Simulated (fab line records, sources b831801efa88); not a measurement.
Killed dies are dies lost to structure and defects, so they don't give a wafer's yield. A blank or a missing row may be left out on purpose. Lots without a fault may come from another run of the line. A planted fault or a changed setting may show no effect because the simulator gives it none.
Chamber matching | flow sky130 | SKY_VIA2_CMP_24 on cmp-01: 4 sister chambers
The step polishes, stops on SiO2, t overpolish 20 s, target thk 0 nm. 4 wafers are shown with their chamber, then 7 later ones without.

WAFERS WITH THEIR CHAMBER
wafer  | chamber | motor_current_A (A)
L484.5 | 0       | 11.6
L484.6 | 3       | 11.5
L485.1 | 2       | 12.5
L485.2 | 1       | 11.3

WAFERS WITHOUT THEIR CHAMBER
wafer  | motor_current_A (A)
L485.3 | 11.8
L488.1 | 12.6
L488.3 | 11.2
L488.6 | 12.0
L487.3 | 11.6
L487.4 | 10.9
L487.5 | 11.4

WHICH CHAMBER EACH WENT THROUGH
wafer  | from the rows above               | in truth
L485.3 | can't be placed: 0 or 3 or 1      | 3
L488.1 | 2                                 | 2
L488.3 | can't be placed: 1 or 3 or 0      | 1
L488.6 | can't be placed: 0 or 2 or 3 or 1 | 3
L487.3 | can't be placed: 0 or 3 or 1      | 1
L487.4 | can't be placed: 1 or 3 or 0      | 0
L487.5 | can't be placed: 1 or 3 or 0      | 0
Placed correctly: 1 of 7. Can't be placed from these rows: 6 (the true chamber is among the candidates in 6). Placed wrongly: 0.
How it was worked out, from the rows above alone: a wafer's distance from a chamber is the root of the sum, over the readings, of the square of ((its reading less the chamber's mean) divided by the reading's scatter). The wafer belongs to the nearest chamber; if the next one is less than 2 further off, it can't be placed. A chamber's mean is the mean of its shown wafers. The scatter: with one shown wafer a chamber, the root of the mean of the squares of how far each hidden wafer lies from its nearest shown one.
